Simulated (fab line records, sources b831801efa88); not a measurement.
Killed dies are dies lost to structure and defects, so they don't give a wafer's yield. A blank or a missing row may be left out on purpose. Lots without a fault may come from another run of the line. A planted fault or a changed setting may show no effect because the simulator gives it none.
Which tool did it? | flow sky130 | 6 lots, 18 wafers sampled, at 3 steps of a route of 708

WHAT THE GAUGES READ, wafer by wafer
SKY_PASSIVATION_THK_MEAS_01.
lot  | measured     | on            | PASSIVATION_CVD_00_THK (nm)
L547 | day 44 02:36 | film_metro-01 | 89.8 89.2 91.6
L549 | day 44 20:11 | film_metro-01 | 91.2 91.7 92.1
L551 | day 45 06:31 | film_metro-04 | 91.0 91.8 91.7
L553 | day 45 21:40 | film_metro-04 | 90.4 91.3 91.1
L555 | day 46 03:38 | film_metro-02 | 89.0 89.3 89.3
L562 | day 48 03:29 | film_metro-04 | 90.1 91.4 90.5

WHICH TOOL RAN EACH LOT (tool, then ch and the chambers of the sampled wafers, then the start)
lot  | SKY_VIA4_CLEAN_16               | SKY_METAL5_SPUTTER_01
L547 | wet_bench-04 ch 2, day 43 01:50 | pvd_sputter-01, day 43 02:50
L549 | wet_bench-04 ch 2, day 43 20:14 | pvd_sputter-01, day 43 21:02
L551 | wet_bench-04 ch 0, day 44 07:25 | pvd_sputter-03, day 44 08:14
L553 | wet_bench-04 ch 2, day 44 22:17 | pvd_sputter-01, day 44 23:06
L555 | wet_bench-04 ch 3, day 45 05:47 | pvd_sputter-03, day 45 06:36
L562 | wet_bench-04 ch 3, day 47 06:22 | pvd_sputter-02, day 47 07:11
- SKY_VIA4_CLEAN_16: cleans in O3/DIW.
- SKY_METAL5_SPUTTER_01: material TiN, target thk 20 nm, time 16.7 s.

THE ANSWER, worked out from the rows above alone
Rule: what is usual is taken from the lots themselves. Put in order of their means at a reading, lots are off if they are a third of the lots or fewer, leave a main group of 4 or more, and stand apart from it by a gap of 3 or more times the standard deviation of the main group's means; of several such gaps the widest counts. A main group whose means are all the same, to the digits that the tables above print for the reading, isn't used. A lot without any number at a reading at which 4 lots or more have one is off too. The other lots that the step has rows for count as sound.
No lot is off at any reading shown: from this, nothing can be told.

WHAT THE SIMULATOR HAD PUT IN
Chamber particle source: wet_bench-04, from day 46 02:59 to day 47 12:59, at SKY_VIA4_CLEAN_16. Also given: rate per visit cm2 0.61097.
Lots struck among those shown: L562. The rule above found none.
